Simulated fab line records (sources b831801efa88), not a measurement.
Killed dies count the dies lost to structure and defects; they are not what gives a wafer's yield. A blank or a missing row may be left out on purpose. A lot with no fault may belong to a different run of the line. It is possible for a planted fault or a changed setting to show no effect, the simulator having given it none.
Matching of chambers    flow gf180mcu    GF_PASSIVATION_CVD_00 on pecvd-03 has 3 sister chambers
The step deposits SiO2 from TEOS, target thk 1000 nm, time 111.95 s. 3 wafers are shown with their chamber, then 8 later ones without.

EACH WAFER AND ITS CHAMBER
wafer   chamber  run length s (s)
L949.3  1        139.3
L949.5  0        139.4
L950.3  2        140.0

WAFERS WITH NO CHAMBER GIVEN
wafer   run length s (s)
L950.5  139.3
L950.6  139.5
L951.3  139.5
L951.5  139.8
L951.6  139.4
L952.1  139.8
L952.3  139.7
L952.5  139.9

THE CHAMBER EACH PASSED THROUGH
wafer    from the rows above            in truth
L950.5   can't be placed: 1 or 0        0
L950.6   can't be placed: 0 or 1        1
L951.3   can't be placed: 0 or 1        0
L951.5   can't be placed: 2 or 0 or 1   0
L951.6   can't be placed: 0 or 1        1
L952.1   can't be placed: 2 or 0 or 1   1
L952.3   can't be placed: 0 or 2 or 1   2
L952.5   2                              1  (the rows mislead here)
Correctly placed: 0 of 8. From these rows, 7 cannot be placed; in 7 the true chamber is one of the candidates. Wrongly placed: 1.
How it was worked out, from the rows above alone: a wafer's distance from a chamber is the root of the sum, over the readings, of the square of ((its reading less the chamber's mean) divided by the reading's scatter). The wafer belongs to the nearest chamber; if the next one is less than 2 further off, it can't be placed. A chamber's mean is the mean of its shown wafers. The scatter: root of mean squared gap, hidden wafer to nearest shown wafer, with one shown wafer a chamber.
